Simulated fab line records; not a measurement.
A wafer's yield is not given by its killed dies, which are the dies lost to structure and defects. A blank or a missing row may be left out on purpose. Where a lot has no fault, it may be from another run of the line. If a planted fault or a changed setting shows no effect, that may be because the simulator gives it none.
fab line records	flow sky130
[record] lots = 24	wafers = 72	last-day = 50
route steps=708 shown POLY_GATE@231 LDD_N@244 LDD_P@266 LDD_LDN@301 POLY_CUT@315 SD_P@327
lots untouched by any fault: they come from a run of this same line in which no faults occurred
start-h: hours from the record's first day to the start of the lot's first wafer shown	wait-h: hours from the lot's prior step to this one	" as in the row above	L1.1+2: a single row standing in for several wafers	- value missing, or start not given	* or withheld: withheld	< > ~ a bound
route shown NAME@n: NAME is a module with steps in the file, n the number in the route of the first one	usual: mean/standard deviation taken from wafers without a fault	same: alike in all rows	chamber/n: place in a boat	sites: the reading at each site	_std_site: the standard deviation of these	_edge_site: the outer-site mean with the inner-site mean subtracted	radius-mm: for every site, how far away it sits from the centre of the wafer	mask NAME#n: copy n	behind: the tool/chamber that last shaped the wafer	hold: cause of the lot's hold/its duration in hours/its outcome	device: names the non-switching transistor (n, p or np)	end of line: tests run on the same wafers once the route is complete	for a step that has no rows: nothing shown but its recipe	killed: dies that structure and defects cost at the first sort, which is not the same as the wafer's yield	map: a wafer's dies, x killed, . not, _ none there
set.NAME: the setting that was run; set.NAME@STEP: the one run at that earlier step	model.NAME: the simulator's own value behind a step, which no gauge read
the route's steps for a sample of lots (tables are steps, rows are wafers)
services: the hour from which a tool's chamber was out of use, counted from the record's first day as start-h (under 0 if before that day), plus the number of hours and why
[[steps]]
[step SKY_POLY_GATE_ETCH_17]
[recipe] target-depth-nm = 180	stop-on = SiO2	over-etch-frac = 0.56667	chemistry = HBr/Cl2	target = poly-Si	icp-w = 400	bias-w = 100	pressure-mtorr = 10	HBr_flow_sccm = 150	Cl2_flow_sccm = 50	time-s = 70.5
[usual] drypump-motor-current-A = 6.0/0.39	oes-product-au = 0.986/0.0085	throttle-valve-pct = 33.684/0.0095
lot.wafer	tool	chamber	start-h	wait-h	drypump-motor-current-A	oes-product-au	rf-hours-counter-h	throttle-valve-pct
L074.3	rie-si-02	0	363.44	0.0	6.1	0.988	43	33.678
L074.5	"	3	"	"	6.0	1.000	-	33.681
L074.6	"	0	"	"	6.1	0.985	-	33.687
L075.3	rie-si-02	1	368.34	0.0	6.0	0.979	47	33.682
L075.5	"	1	"	"	6.0	0.982	-	33.665
L075.6	"	2	"	"	5.1	0.981	-	33.679
L076.2	rie-si-02	2	374.79	0.0	5.2	0.998	68	33.677
L076.4	"	0	"	"	6.1	0.998	43	33.693
L076.6	"	3	"	"	5.9	1.005	-	33.676
L077.1	rie-si-01	3	386.19	0.0	6.2	0.987	0	33.689
L077.4	"	0	"	"	6.1	0.984	3	33.675
L077.5	"	3	"	"	6.1	0.992	-	33.690
L078.1	rie-si-01	3	392.07	0.0	6.1	0.992	0	33.691
L078.4	"	2	"	"	6.5	1.003	2	33.677
L078.5	"	1	"	"	6.3	0.988	-	33.681
L079.2	rie-si-02	3	412.71	0.0	6.0	0.988	1	33.675
L079.5	"	2	"	"	5.2	0.986	-	33.676
L079.6	"	3	"	"	6.0	0.993	-	33.678
L080.1	rie-si-01	2	413.06	0.0	6.5	0.988	2	33.686
L080.3	"	0	"	"	6.1	0.987	4	33.681
L080.4	"	1	"	"	6.4	0.996	65	33.692
L081.3	rie-si-02	1	421.46	0.0	5.9	0.979	48	33.698
L081.4	"	2	"	"	5.2	0.979	69	33.700
L081.6	"	3	"	"	5.9	0.976	-	33.684
L082.3	rie-si-02	1	428.06	0.0	6.0	0.978	48	33.709
L082.4	"	2	"	"	5.2	0.991	69	33.671
L082.6	"	3	"	"	6.0	0.992	-	33.692
L083.1	rie-si-01	3	444.96	0.0	6.1	1.001	1	33.682
L083.2	"	1	"	"	6.3	0.993	65	33.677
L083.4	"	0	"	"	6.1	0.978	4	33.688
L084.1	rie-si-01	0	456.81	0.0	6.1	0.982	4	33.688
L084.2	"	3	"	"	6.1	0.989	1	33.691
L084.4	"	1	"	"	6.3	0.987	65	33.691
L085.1	rie-si-02	3	458.02	0.0	6.0	0.989	1	33.688
L085.4	"	2	"	"	5.2	0.981	0	33.677
L085.5	"	2	"	"	5.2	0.992	-	33.677
L086.2	rie-si-01	3	468.77	0.0	6.1	0.991	1	33.672
L086.4	"	3	"	"	6.2	0.989	-	33.677
L086.5	"	2	"	"	6.5	0.989	-	33.702
L087.1	rie-si-02	2	475.57	0.0	5.2	0.977	0	33.668
L087.3	"	0	"	"	6.1	0.982	44	33.683
L087.5	"	1	"	"	6.0	0.966	-	33.678
L088.1	rie-si-01	2	486.06	0.0	6.5	0.980	2	33.683
L088.3	"	1	"	"	6.3	0.995	0	33.703
L088.4	"	2	"	"	6.5	0.981	-	33.698
L089.1	rie-si-02	0	494.66	0.0	6.1	0.996	44	33.672
L089.4	"	2	"	"	5.2	0.974	0	33.678
L089.5	"	0	"	"	6.1	0.989	-	33.694
L090.1	rie-si-01	3	499.66	0.0	6.1	0.981	1	33.690
L090.4	"	0	"	"	6.1	0.989	4	33.697
L090.5	"	3	"	"	6.1	0.996	-	33.699
L091.2	rie-si-02	2	515.71	0.0	5.2	0.981	0	33.695
L091.3	"	3	"	"	6.0	0.987	2	33.683
L091.4	"	1	"	"	5.9	0.987	48	33.695
L092.4	rie-si-01	0	531.61	0.0	6.1	0.981	4	33.677
L092.5	"	0	"	"	6.1	0.984	-	33.677
L092.6	"	3	"	"	6.1	0.987	-	33.680
L097.1	rie-si-02	1	577.17	0.0	6.0	0.979	0	33.686
L097.2	"	2	"	"	5.2	0.984	0	33.687
L097.4	"	1	"	"	6.0	0.975	-	33.690
L094.3	rie-si-01	0	578.04	0.0	6.1	0.964	4	33.671
L094.4	"	3	"	"	6.2	0.981	1	33.688
L094.6	"	0	"	"	6.1	0.957	-	33.700
L095.1	rie-si-02	1	579.59	0.0	6.0	0.978	0	33.674
L095.3	"	3	"	"	6.0	0.990	2	33.684
L095.6	"	2	"	"	5.2	0.974	-	33.689
L093.2	rie-si-01	3	581.29	0.0	6.2	1.000	1	33.682
L093.5	"	3	"	"	6.1	0.989	-	33.665
L093.6	"	2	"	"	6.5	0.989	-	33.688
L096.2	rie-si-02	2	585.17	0.0	5.2	0.983	0	33.690
L096.3	"	0	"	"	6.1	0.978	0	33.688
L096.4	"	3	"	"	6.0	0.993	2	33.684
[step SKY_LDD_N_OVL_MEAS_07]
[usual] LDD_N_OVL = 1.3/1.4
lot.wafer	tool	chamber	start-h	wait-h	LDD_N_OVL[nm]
L074.3	overlay-02	-	393.29	0.1	0.2
L074.5	"	-	"	"	1.5
L074.6	"	-	"	"	-1.0
L075.3	overlay-01	-	400.19	0.1	2.0
L075.5	"	-	"	"	2.3
L075.6	"	-	"	"	1.3
L076.2	overlay-02	-	405.94	0.1	0.6
L076.4	"	-	"	"	0.6
L076.6	"	-	"	"	1.8
L077.1	overlay-01	-	418.38	0.1	0.8
L077.4	"	-	"	"	1.3
L077.5	"	-	"	"	-0.8
L078.1	overlay-01	-	425.08	0.1	3.7
L078.4	"	-	"	"	2.8
L078.5	"	-	"	"	2.0
L079.2	overlay-01	-	445.54	0.1	2.3
L079.5	"	-	"	"	3.5
L079.6	"	-	"	"	1.0
L080.1	overlay-01	-	446.00	0.1	-0.6
L080.3	"	-	"	"	-1.1
L080.4	"	-	"	"	-0.9
L081.3	overlay-02	-	454.79	0.1	3.1
L081.4	"	-	"	"	2.6
L081.6	"	-	"	"	2.7
L082.3	overlay-02	-	462.80	0.1	1.0
L082.4	"	-	"	"	3.1
L082.6	"	-	"	"	1.1
L083.1	overlay-02	-	477.24	0.1	2.8
L083.2	"	-	"	"	3.0
L083.4	"	-	"	"	0.6
L084.1	overlay-02	-	492.80	0.1	2.0
L084.2	"	-	"	"	1.8
L084.4	"	-	"	"	2.8
L085.1	overlay-01	-	492.94	0.1	2.1
L085.4	"	-	"	"	-0.3
L085.5	"	-	"	"	1.8
L086.2	overlay-01	-	500.94	0.1	0.7
L086.4	"	-	"	"	1.3
L086.5	"	-	"	"	1.2
L087.1	overlay-02	-	507.39	0.1	1.8
L087.3	"	-	"	"	0.2
L087.5	"	-	"	"	0.6
L088.1	overlay-01	-	517.49	0.1	0.5
L088.3	"	-	"	"	1.8
L088.4	"	-	"	"	2.8
L089.1	overlay-02	-	526.63	0.1	0.7
L089.4	"	-	"	"	1.1
L089.5	"	-	"	"	0.1
L090.1	overlay-02	-	530.59	0.1	3.8
L090.4	"	-	"	"	3.5
L090.5	"	-	"	"	1.9
L091.2	overlay-01	-	547.04	0.1	1.8
L091.3	"	-	"	"	2.9
L091.4	"	-	"	"	1.6
L092.4	overlay-02	-	563.20	0.1	1.5
L092.5	"	-	"	"	0.8
L092.6	"	-	"	"	1.7
L097.1	overlay-01	-	608.45	0.1	-1.3
L097.2	"	-	"	"	-1.3
L097.4	"	-	"	"	-1.9
L094.3	overlay-01	-	609.59	0.1	0.1
L094.4	"	-	"	"	2.2
L094.6	"	-	"	"	-0.2
L095.1	overlay-01	-	610.30	0.1	-0.4
L095.3	"	-	"	"	1.7
L095.6	"	-	"	"	-0.5
L093.2	overlay-02	-	612.04	0.1	1.5
L093.5	"	-	"	"	0.0
L093.6	"	-	"	"	1.5
L096.2	overlay-01	-	616.34	0.1	-0.2
L096.3	"	-	"	"	1.4
L096.4	"	-	"	"	2.2
[step SKY_LDD_P_TW_MEAS_11]
[usual] LDD_P_TW = 631/3.2
lot.wafer	tool	chamber	start-h	wait-h	LDD_P_TW
L074.3	film-metro-03	-	425.31	0.1	627
L074.5	"	-	"	"	628
L074.6	"	-	"	"	629
L075.3	film-metro-03	-	432.36	0.1	634
L075.5	"	-	"	"	630
L075.6	"	-	"	"	631
L076.2	film-metro-02	-	438.00	0.1	628
L076.4	"	-	"	"	627
L076.6	"	-	"	"	625
L077.1	film-metro-03	-	451.73	0.1	629
L077.4	"	-	"	"	629
L077.5	"	-	"	"	631
L078.1	film-metro-03	-	458.48	0.1	634
L078.4	"	-	"	"	633
L078.5	"	-	"	"	629
L079.2	film-metro-01	-	477.95	0.1	638
L079.5	"	-	"	"	635
L079.6	"	-	"	"	635
L080.1	film-metro-03	-	477.98	0.1	633
L080.3	"	-	"	"	630
L080.4	"	-	"	"	630
L081.3	film-metro-01	-	486.45	0.1	635
L081.4	"	-	"	"	631
L081.6	"	-	"	"	632
L082.3	film-metro-03	-	494.91	0.1	634
L082.4	"	-	"	"	635
L082.6	"	-	"	"	634
L083.1	film-metro-03	-	509.19	0.1	629
L083.2	"	-	"	"	628
L083.4	"	-	"	"	631
L084.1	film-metro-02	-	523.59	0.1	638
L084.2	"	-	"	"	634
L084.4	"	-	"	"	638
L085.1	film-metro-03	-	524.84	0.1	631
L085.4	"	-	"	"	634
L085.5	"	-	"	"	632
L086.2	film-metro-03	-	532.40	0.1	633
L086.4	"	-	"	"	631
L086.5	"	-	"	"	632
L087.1	film-metro-02	-	539.19	0.1	631
L087.3	"	-	"	"	626
L087.5	"	-	"	"	626
L088.1	film-metro-01	-	548.58	0.1	631
L088.3	"	-	"	"	631
L088.4	"	-	"	"	631
L089.1	film-metro-01	-	557.49	0.1	633
L089.4	"	-	"	"	631
L089.5	"	-	"	"	631
L090.1	film-metro-02	-	562.13	0.1	631
L090.4	"	-	"	"	633
L090.5	"	-	"	"	630
L091.2	film-metro-02	-	578.50	0.1	629
L091.3	"	-	"	"	631
L091.4	"	-	"	"	629
L092.4	film-metro-03	-	594.72	0.1	635
L092.5	"	-	"	"	634
L092.6	"	-	"	"	635
L097.1	film-metro-01	-	639.34	0.1	629
L097.2	"	-	"	"	628
L097.4	"	-	"	"	627
L094.3	film-metro-03	-	639.96	0.1	630
L094.4	"	-	"	"	633
L094.6	"	-	"	"	629
L095.1	film-metro-01	-	640.94	0.1	627
L095.3	"	-	"	"	634
L095.6	"	-	"	"	629
L093.2	film-metro-03	-	641.85	0.1	633
L093.5	"	-	"	"	630
L093.6	"	-	"	"	629
L096.2	film-metro-03	-	647.14	0.1	629
L096.3	"	-	"	"	632
L096.4	"	-	"	"	627
[step SKY_LDD_LDN_STRIP_12]
[recipe] chemistry = O2/N2	power-w = 1400	pressure-mtorr = 1500	platen-temp-c = withheld	o2-flow-sccm = 3000	n2-flow-sccm = 300	overash-fraction = 0.5
[usual] drypump-motor-current-A = 6.0/0.59	n2-flow-sccm = 299.9/0.84	oes-product-au = 0.715/0.0048	strip-time-to-endpoint-s = 14.20/0.05
lot.wafer	tool	chamber	start-h	wait-h	drypump-motor-current-A	n2-flow-sccm	oes-product-au	rf-hours-counter-h	strip-time-to-endpoint-s
L074.3	plasma-asher-01	1	517.87	0.1	6.4	300.7	0.716	-	14.13
L074.5	"	0	"	"	5.8	299.3	0.711	-	14.16
L074.6	"	1	"	"	6.5	299.6	0.714	-	14.14
L075.3	plasma-asher-03	0	525.12	0.1	6.7	298.9	0.715	-	14.13
L075.5	"	1	"	"	5.5	300.7	0.709	-	14.15
L075.6	"	0	"	"	6.6	299.9	0.715	-	14.11
L076.2	plasma-asher-01	1	529.82	0.1	6.4	299.8	0.712	86	14.23
L076.4	"	1	"	"	6.5	299.1	0.714	-	14.26
L076.6	"	1	"	"	6.5	299.7	0.718	-	14.25
L077.1	plasma-asher-02	1	542.67	0.1	6.5	299.3	0.714	10	14.12
L077.4	"	1	"	"	6.5	300.0	0.716	-	14.17
L077.5	"	0	"	"	5.2	299.6	0.713	-	14.16
L078.1	plasma-asher-02	1	550.58	0.1	6.6	299.6	0.722	11	14.27
L078.4	"	0	"	"	5.2	298.9	0.715	-	14.30
L078.5	"	0	"	"	5.2	299.2	0.715	-	14.31
L079.2	plasma-asher-02	0	568.22	0.1	5.2	300.8	0.710	13	14.19
L079.5	"	1	"	"	6.5	300.2	0.719	-	14.19
L079.6	"	0	"	"	5.2	300.6	0.712	-	14.22
L080.1	plasma-asher-03	0	568.29	0.1	6.7	300.5	0.707	74	14.18
L080.3	"	0	"	"	6.7	300.6	0.715	-	14.20
L080.4	"	1	"	"	5.4	300.4	0.718	-	14.16
L081.3	plasma-asher-03	0	576.96	0.1	6.7	299.4	0.709	-	14.23
L081.4	"	1	"	"	5.5	298.7	0.723	-	14.18
L081.6	"	0	"	"	6.7	299.5	0.724	-	14.22
L082.3	plasma-asher-03	1	586.42	0.1	5.5	298.3	0.715	-	14.24
L082.4	"	0	"	"	6.7	300.7	0.716	-	14.28
L082.6	"	1	"	"	5.5	298.8	0.722	-	14.23
L083.1	plasma-asher-03	1	600.84	0.1	5.5	299.9	0.716	77	14.16
L083.2	"	0	"	"	6.7	299.4	0.711	77	14.23
L083.4	"	0	"	"	6.7	298.7	0.713	-	14.20
L084.1	plasma-asher-03	1	612.32	0.1	5.5	301.3	0.706	78	14.14
L084.2	"	0	"	"	6.6	300.3	0.718	78	14.19
L084.4	"	0	"	"	6.7	298.8	0.708	-	14.15
L085.1	plasma-asher-02	1	614.59	0.1	6.5	301.0	0.715	17	14.26
L085.4	"	1	"	"	6.5	300.2	0.712	-	14.24
L085.5	"	0	"	"	5.2	299.5	0.717	-	14.21
L086.2	plasma-asher-01	0	622.37	0.1	5.8	300.3	0.713	95	14.22
L086.4	"	1	"	"	6.5	299.7	0.728	-	14.21
L086.5	"	0	"	"	5.8	300.9	0.713	-	14.20
L087.1	plasma-asher-02	0	628.74	0.1	5.2	299.4	0.717	19	14.24
L087.3	"	0	"	"	5.2	301.1	0.713	-	14.21
L087.5	"	1	"	"	6.5	300.2	0.714	-	14.19
L088.1	plasma-asher-01	0	638.27	0.1	5.8	299.8	0.714	97	14.13
L088.3	"	1	"	"	6.5	301.7	0.712	-	14.14
L088.4	"	0	"	"	5.8	298.3	0.706	-	14.14
L089.1	plasma-asher-02	0	647.42	0.1	5.2	299.0	0.709	20	14.20
L089.4	"	0	"	"	5.2	298.6	0.720	-	14.23
L089.5	"	0	"	"	5.2	300.2	0.711	-	14.18
L090.1	plasma-asher-01	0	649.62	0.1	5.8	299.6	0.724	98	14.28
L090.4	"	1	"	"	6.5	298.7	0.715	-	14.30
L090.5	"	0	"	"	5.8	300.6	0.705	-	14.28
L091.2	plasma-asher-02	0	666.62	0.1	5.2	300.6	0.719	22	14.26
L091.3	"	0	"	"	5.2	299.9	0.720	-	14.23
L091.4	"	1	"	"	6.5	300.5	0.718	-	14.26
L092.4	plasma-asher-03	1	681.57	0.1	5.5	300.5	0.718	-	14.22
L092.5	"	0	"	"	6.7	298.8	0.715	-	14.22
L092.6	"	1	"	"	5.5	300.7	0.713	-	14.28
L097.1	plasma-asher-03	0	723.92	0.1	6.6	299.5	0.712	89	14.24
L097.2	"	1	"	"	5.5	300.5	0.719	89	14.25
L097.4	"	1	"	"	5.5	299.6	0.720	-	14.22
L094.3	plasma-asher-02	1	724.15	0.1	6.5	300.1	0.717	-	14.19
L094.4	"	0	"	"	5.2	299.2	0.707	-	14.16
L094.6	"	0	"	"	5.2	299.7	0.714	-	14.19
L095.1	plasma-asher-02	1	726.42	0.1	6.5	298.9	0.716	28	14.16
L095.3	"	0	"	"	5.2	300.7	0.720	-	14.16
L095.6	"	1	"	"	6.6	300.4	0.703	-	14.17
L093.2	plasma-asher-02	0	727.87	0.1	5.2	301.3	0.717	28	14.22
L093.5	"	0	"	"	5.2	301.6	0.710	-	14.20
L093.6	"	1	"	"	6.6	299.9	0.716	-	14.20
L096.2	plasma-asher-01	1	732.64	0.1	6.5	299.8	0.719	106	14.15
L096.3	"	1	"	"	6.5	298.0	0.715	-	14.16
L096.4	"	0	"	"	5.8	297.5	0.717	-	14.20
[step SKY_POLY_CUT_CD_MEAS_08]
[recipe] target-cd-nm = 270
[usual] cd-nm = 269.6/1.4
lot.wafer	tool	chamber	start-h	wait-h	cd-nm
L074.3	cd-sem-01	-	548.87	-	271.9
L074.5	"	-	"	"	270.7
L074.6	"	-	"	"	270.3
L075.3	cd-sem-01	-	556.76	-	266.9
L075.5	"	-	"	"	267.2
L075.6	"	-	"	"	267.4
L076.2	cd-sem-02	-	560.74	-	269.1
L076.4	"	-	"	"	268.6
L076.6	"	-	"	"	267.8
L077.1	cd-sem-01	-	573.79	-	271.1
L077.4	"	-	"	"	269.4
L077.5	"	-	"	"	270.5
L078.1	cd-sem-01	-	582.69	-	270.0
L078.4	"	-	"	"	269.9
L078.5	"	-	"	"	270.7
L079.2	cd-sem-01	-	599.79	-	270.1
L079.5	"	-	"	"	269.3
L079.6	"	-	"	"	270.6
L080.1	cd-sem-02	-	600.12	-	269.9
L080.3	"	-	"	"	270.3
L080.4	"	-	"	"	269.6
L081.3	cd-sem-01	-	609.02	-	271.4
L081.4	"	-	"	"	271.1
L081.6	"	-	"	"	272.3
L082.3	cd-sem-01	-	617.26	-	269.8
L082.4	"	-	"	"	269.1
L082.6	"	-	"	"	269.5
L083.1	cd-sem-01	-	630.67	-	268.5
L083.2	"	-	"	"	268.0
L083.4	"	-	"	"	269.6
L084.1	cd-sem-02	-	642.62	-	268.1
L084.2	"	-	"	"	266.7
L084.4	"	-	"	"	268.6
L085.1	cd-sem-01	-	644.72	-	270.7
L085.4	"	-	"	"	270.3
L085.5	"	-	"	"	270.7
L086.2	cd-sem-01	-	652.06	-	267.9
L086.4	"	-	"	"	268.8
L086.5	"	-	"	"	268.2
L087.1	cd-sem-01	-	657.98	-	268.9
L087.3	"	-	"	"	269.6
L087.5	"	-	"	"	269.1
L088.1	cd-sem-01	-	668.22	-	269.8
L088.3	"	-	"	"	268.6
L088.4	"	-	"	"	270.6
L089.1	cd-sem-01	-	679.64	-	268.8
L089.4	"	-	"	"	269.9
L089.5	"	-	"	"	270.5
L090.1	cd-sem-01	-	683.42	-	270.2
L090.4	"	-	"	"	270.4
L090.5	"	-	"	"	270.0
L091.2	cd-sem-01	-	696.21	-	269.1
L091.3	"	-	"	"	269.3
L091.4	"	-	"	"	269.6
L092.4	cd-sem-01	-	711.74	-	267.9
L092.5	"	-	"	"	269.1
L092.6	"	-	"	"	269.1
L094.3	cd-sem-02	-	753.81	-	267.7
L094.4	"	-	"	"	268.4
L094.6	"	-	"	"	268.3
L097.1	cd-sem-01	-	754.12	-	272.1
L097.2	"	-	"	"	273.9
L097.4	"	-	"	"	273.0
L095.1	cd-sem-01	-	755.13	-	269.2
L095.3	"	-	"	"	269.4
L095.6	"	-	"	"	269.8
L093.2	cd-sem-02	-	756.50	-	270.5
L093.5	"	-	"	"	272.7
L093.6	"	-	"	"	269.9
L096.2	cd-sem-01	-	761.76	-	269.6
L096.3	"	-	"	"	271.0
L096.4	"	-	"	"	269.0
[step SKY_SD_P_CD_MEAS_07]
[recipe] target-cd-nm = 380
[usual] cd-nm = 379.6/2.2
lot.wafer	tool	chamber	start-h	wait-h	cd-nm
L074.3	cd-sem-02	-	579.08	0.2	383.5
L074.5	"	-	"	"	382.3
L074.6	"	-	"	"	381.7
L075.3	cd-sem-02	-	586.69	0.1	377.6
L075.5	"	-	"	"	379.6
L075.6	"	-	"	"	378.2
L076.2	cd-sem-02	-	590.87	0.1	378.1
L076.4	"	-	"	"	378.9
L076.6	"	-	"	"	378.8
L077.1	cd-sem-02	-	602.97	0.1	377.6
L077.4	"	-	"	"	377.4
L077.5	"	-	"	"	378.3
L078.1	cd-sem-02	-	612.34	0.1	381.2
L078.4	"	-	"	"	381.6
L078.5	"	-	"	"	378.8
L079.2	cd-sem-01	-	629.02	0.1	376.8
L079.5	"	-	"	"	375.9
L079.6	"	-	"	"	375.8
L080.1	cd-sem-02	-	629.30	0.1	380.5
L080.3	"	-	"	"	383.7
L080.4	"	-	"	"	378.2
L081.3	cd-sem-02	-	638.39	0.1	380.1
L081.4	"	-	"	"	377.8
L081.6	"	-	"	"	380.4
L082.3	cd-sem-02	-	646.46	0.1	378.6
L082.4	"	-	"	"	378.9
L082.6	"	-	"	"	381.8
L083.1	cd-sem-01	-	659.74	0.1	380.3
L083.2	"	-	"	"	384.5
L083.4	"	-	"	"	380.1
L084.1	cd-sem-02	-	671.84	0.1	379.4
L084.2	"	-	"	"	383.2
L084.4	"	-	"	"	377.4
L085.1	cd-sem-01	-	673.44	0.1	381.0
L085.4	"	-	"	"	378.6
L085.5	"	-	"	"	378.7
L086.2	cd-sem-01	-	680.86	0.1	378.6
L086.4	"	-	"	"	380.2
L086.5	"	-	"	"	377.8
L087.1	cd-sem-01	-	686.62	0.1	378.7
L087.3	"	-	"	"	378.3
L087.5	"	-	"	"	379.6
L088.1	cd-sem-01	-	697.05	0.1	380.4
L088.3	"	-	"	"	380.9
L088.4	"	-	"	"	381.1
L089.1	cd-sem-02	-	708.05	0.1	384.7
L089.4	"	-	"	"	386.2
L089.5	"	-	"	"	381.7
L090.1	cd-sem-02	-	711.65	0.1	382.4
L090.4	"	-	"	"	382.0
L090.5	"	-	"	"	384.4
L091.2	cd-sem-01	-	723.61	0.1	378.4
L091.3	"	-	"	"	380.8
L091.4	"	-	"	"	379.0
L092.4	cd-sem-01	-	738.93	0.1	380.7
L092.5	"	-	"	"	378.6
L092.6	"	-	"	"	381.4
L094.3	cd-sem-01	-	781.39	0.1	379.2
L094.4	"	-	"	"	378.2
L094.6	"	-	"	"	379.2
L097.1	cd-sem-02	-	781.95	0.1	378.5
L097.2	"	-	"	"	376.4
L097.4	"	-	"	"	376.5
L095.1	cd-sem-01	-	782.27	0.1	376.4
L095.3	"	-	"	"	376.8
L095.6	"	-	"	"	377.3
L093.2	cd-sem-01	-	783.51	0.1	376.4
L093.5	"	-	"	"	376.6
L093.6	"	-	"	"	377.1
L096.2	cd-sem-02	-	788.36	0.1	377.3
L096.3	"	-	"	"	379.3
L096.4	"	-	"	"	379.4
[[services]]
tool	chamber	start-h	hours	kind
rie-si-01	-	343.08	0.1	repair
plasma-asher-01	-	345.93	9.1	repair
rie-si-02	3	354.52	6.6	repair
rie-si-01	-	381.90	4.0	repair
plasma-asher-02	-	392.10	28.5	pm
plasma-asher-02	-	421.25	9.0	pm
rie-si-02	-	433.54	2.8	pm
rie-si-01	-	434.28	0.9	repair
rie-si-02	2	439.31	-	clean
rie-si-02	2	439.31	16.8	scheduled-down
rie-si-02	2	439.31	16.8	vent-cycle
plasma-asher-02	-	444.95	3.9	repair
rie-si-01	0	471.95	17.2	repair
plasma-asher-02	-	487.02	14.6	pm
plasma-asher-03	-	489.84	6.9	repair
rie-si-01	0	516.63	9.1	repair
rie-si-02	2	529.51	13.4	repair
rie-si-02	1	535.61	5.2	repair
rie-si-01	1	559.93	3.9	repair
rie-si-01	-	602.63	0.8	repair
plasma-asher-01	-	622.87	0.7	repair
rie-si-01	1	645.41	1.0	repair
rie-si-02	3	672.20	8.2	repair
plasma-asher-03	-	679.48	0.5	repair
[[key]]
fault none
